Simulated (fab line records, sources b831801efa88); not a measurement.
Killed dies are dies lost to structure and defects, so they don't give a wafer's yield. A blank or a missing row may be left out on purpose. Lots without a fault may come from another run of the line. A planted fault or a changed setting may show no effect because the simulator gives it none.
A struck lot beside a sound one | flow sky130 | 15 steps out of a route of 708
Sound: wafers L987.1, L987.3, L987.4. Struck: wafer L105.2. (L105.3, L105.6 of the same lot were not struck and are left out.) The cause comes at the end.
At each step with rows: each side's tool, then ch and its chambers, then its first start. Under that, the readings that differ: sound wafers | struck wafers | difference of the means | sigmas: that difference in standard deviations of wafers without a fault.
alike: readings whose means differ by less than 2 such deviations, and words and numbers that are the same on both sides. not compared: withheld readings, readings that some wafer has no value for, bounds like >300 that may hide the same value, and numbers for which the record gives no deviation and whose values overlap.
The two part at a step that has a row with sigmas, a row that says differs or no value, or rows on one side only. Numbers that don't overlap but have no deviation are shown without sigmas and don't part them. A reading that every wafer of one side lacks parts them only if that side has two wafers or more.

SKY_METAL5_SPUTTER_03: material Ti, target thk 5 nm, time 3.3 s.
  sound on pvd_sputter-03, day 43 08:10; struck on pvd_sputter-01, day 48 07:35
  reading                | sound          | struck | difference | sigmas
  throttle_valve_pct (%) | 28.3 29.1 28.7 | 31.0   | +2.3       | +3
SKY_METAL5_SPUTTER_04: material TiN, target thk 70 nm, time 58.3 s.
  sound on pvd_sputter-03, day 43 08:11; struck on pvd_sputter-01, day 48 07:37
  reading                | sound          | struck | difference | sigmas
  throttle_valve_pct (%) | 28.1 28.8 29.1 | 31.2   | +2.5       | +3
SKY_METAL5_RS_MEAS_05: measures by four-point-probe.
  sound on film_metro-01, day 43 08:14; struck on film_metro-01, day 48 07:41
  alike: METAL5_ALCU_RS
SKY_METAL5_THK_MEAS_06: measures by xrf.
  sound on film_metro-01, day 43 08:22; struck on film_metro-01, day 48 07:47
  alike: METAL5_ALCU_THK
then, 7 steps without rows for these wafers: SKY_METAL5_DEHYDRATE_07 (time 60 s); SKY_METAL5_HMDS_08 (prime time 60 s); SKY_METAL5_COAT_09 (resist thk 1800 nm); SKY_METAL5_SOFTBAKE_10 (time 60 s); SKY_METAL5_EXPOSE_11 (exposes mask MM5, target cd 1600 nm); SKY_METAL5_PEB_12; SKY_METAL5_DEVELOP_13 (develop time 60 s).
SKY_METAL5_DESCUM_14: chemistry O2, time 11 s.
  sound on rie_metal-03 ch 0,1, day 44 06:27; struck on rie_metal-02 ch 1, day 49 02:27
  reading                     | sound             | struck | difference | sigmas
  drypump_motor_current_A (A) | 6.4 5.9 6.4       | 5.5    | -0.7       | -2
  oes_product_au (a.u.)       | 1.014 1.023 1.011 | 0.986  | -0.030     | -2
  not compared: rf_hours_counter_h
SKY_METAL5_METAL_ETCH_15: etches the open film in Cl2/BCl3, stops on SiO2, target depth 1260 nm, time 252 s.
  sound on rie_metal-03 ch 0,1, day 44 06:29; struck on rie_metal-02 ch 1, day 49 02:35
  reading                                     | sound             | struck | difference | sigmas
  oes_product_au (a.u.)                       | 0.896 0.892 0.902 | 0.696  | -0.201     | -36
  model.METAL5.feature_depth_nm (nm)          | 1266 1256 1266    | 783.6  | -479.1     |
  model.etch.depth_nm (nm)                    | 1266 1256 1266    | 783.6  | -479.1     |
  model.NOVOLAK_of_METAL5_COAT_09.thk_nm (nm) | 1015 1015 1010    | 1398   | +385       |
  alike: drypump_motor_current_A, throttle_valve_pct
  not compared: rf_hours_counter_h
SKY_METAL5_STRIP_16: strips in O2/N2.
  sound on plasma_asher-04 ch 0,1, day 44 06:43; struck on plasma_asher-02 ch 1, day 49 02:58
  reading                      | sound             | struck | difference | sigmas
  oes_product_au (a.u.)        | 0.707 0.715 0.708 | 0.720  | +0.010     | +2
  strip_time_to_endpoint_s (s) | 12.84 12.84 12.76 | 17.20  | +4.39      | +24
  alike: drypump_motor_current_A
  not compared: rf_hours_counter_h
then, 1 step without rows for these wafers: SKY_METAL5_STRIP_17 (strips in post etch residue remover, time 1200 s).

WHERE THEY PART
First at SKY_METAL5_SPUTTER_03; last, within this record, at SKY_METAL5_STRIP_16.

WHY: what the simulator had put in
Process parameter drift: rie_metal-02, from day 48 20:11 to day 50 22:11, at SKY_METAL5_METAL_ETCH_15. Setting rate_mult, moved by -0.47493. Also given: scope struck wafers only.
